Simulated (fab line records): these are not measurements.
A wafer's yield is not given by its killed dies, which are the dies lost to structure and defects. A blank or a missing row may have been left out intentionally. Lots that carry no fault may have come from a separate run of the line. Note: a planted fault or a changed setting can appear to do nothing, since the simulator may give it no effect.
Struck lot and sound lot, side by side || flow gf180mcu || 17 steps out of a route of 602
Sound: these wafers, L703.4, L703.5, L703.6. Struck: wafers L717.5, L717.6 (left out: L717.1, a lot-mate that was not struck); the cause follows at the end.
Each step with rows lists, per side, the tool, then ch with its chambers, then its first start. Under that, the readings that differ: sound wafers || struck wafers || difference of the means || sigmas: that difference in standard deviations of wafers without a fault.
alike: readings with means less than 2 such deviations apart, plus words and numbers identical on both sides. not compared: withheld readings, readings lacking a value on some wafer, bounds such as >300 that could conceal the same value, and numbers that have no deviation in the record and whose values overlap.
A row with sigmas, a row that says differs or no value, or rows on one side alone: a step with any of these is where the two part. When numbers do not overlap yet have no deviation, they are printed without sigmas and do not part them. Lack of a reading on every wafer of one side parts them only where that side has two or more wafers.

first, 4 steps without rows for these wafers: GF_M1_SOFTBAKE_10 (time 60 s); GF_M1_EXPOSE_11 (exposes mask Metal1, target cd 230 nm); GF_M1_PEB_12 (peb time 90 s); GF_M1_DEVELOP_13 (develop time 60 s).
GF_M1_CD_MEAS_14 targets a cd of 230 nm.
  sound: cd sem-02 at day 17 21:01; struck: cd sem-02 at day 22 21:22
  alike: cd nm
GF_M1_OVL_MEAS_15:
  sound: overlay-02 at day 17 21:06; struck: overlay-01 at day 22 21:29
{"reading": "M1_OVL (nm)", "sound": "3 -2 6", "struck": "-14 -16", "difference": -17, "sigmas": -3}
GF_M1_METAL_ETCH_16: etches the open film in Cl2/BCl3, stops on SiO2, target depth 750.8 nm, time 125.1 s.
  sound on rie metal-03 ch 0,1, day 17 21:10; struck on rie metal-02 ch 0,1, day 22 21:31
  alike: drypump motor current A, he backside leak sccm, mfc cl2 sccm, oes product au, throttle valve pct
  not compared: rf hours counter h
GF_M1_STRIP_17: strips in O2/N2.
  sound on plasma asher-02 ch 0,1, day 17 21:17; struck on plasma asher-04 ch 0,1, day 22 21:39
  alike: drypump motor current A, heater power w, oes product au, strip time to endpoint s
  not compared: rf hours counter h
then, 3 steps without rows for these wafers: GF_M1_STRIP_18 (strips in post etch residue remover, time 1200 s); GF_M1_CLEAN_19 (cleans in DIW); GF_V1_CVD_00 (deposits SiO2, target thk 600 nm, time 100 s).
GF_V1_THK_MEAS_01:
  sound: film metro-03 at day 17 21:53; struck: film metro-01 at day 22 22:16
{"reading": "V1_CVD_00_THK (nm)", "sound": "596 598 605", "struck": "608 613", "difference": "+11", "sigmas": "+2"}
GF_V1_CVD_02: deposits SiO2 from TEOS, target thk 850 nm, time 94.851 s.
  sound on pecvd-01 ch 0,1,2, day 17 21:58; struck on pecvd-04 ch 1,2, day 22 22:19
{"reading": "run length s (s)", "sound": "122.5 122.8 122.4", "struck": "132.6 132.4", "difference": "+9.9", "sigmas": "+23"}
{"reading": "model.SiO2_of_V1_CVD_02.thk nm (nm)", "sound": "849.5 856.3 871.1", "struck": "943.1 951.7", "difference": "+88.4", "sigmas": ""}
  alike: heater power w
GF_V1_THK_MEAS_03:
  sound: film metro-02 at day 17 22:01; struck: film metro-01 at day 22 22:25
{"reading": "V1_CVD_02_THK (nm)", "sound": "849 856 872", "struck": "943 953", "difference": "+89", "sigmas": "+8"}
GF_V1_CMP_04: polishes SiO2.
  sound on cmp-02 ch 0,1, day 17 22:06; struck on cmp-02 ch 2,3, day 22 22:32
{"reading": "time to endpoint s (s)", "sound": "78 78 86", "struck": "114 118", "difference": "+35", "sigmas": "+6"}
  alike: motor current A, platen rpm
GF_V1_BOW_MEAS_05:
  sound: film metro-01 at day 17 22:25; struck: film metro-02 at day 22 22:47
  alike: V1_BOW
-- the record jumps here: 10 days lie between the struck wafers' starts before and after (it left off in module V1 and takes up again in module PASSIVATION, whose first step shown is number 602 of the route) --
GF_PASSIVATION_PROBE_99:
  record: rows for the struck wafers here (prober-02, day 33 09:45), none for the sound ones

## WHERE THEY PART
At GF_M1_OVL_MEAS_15 first; at GF_PASSIVATION_PROBE_99 last (within this record only).

WHY: the cause the simulator had injected
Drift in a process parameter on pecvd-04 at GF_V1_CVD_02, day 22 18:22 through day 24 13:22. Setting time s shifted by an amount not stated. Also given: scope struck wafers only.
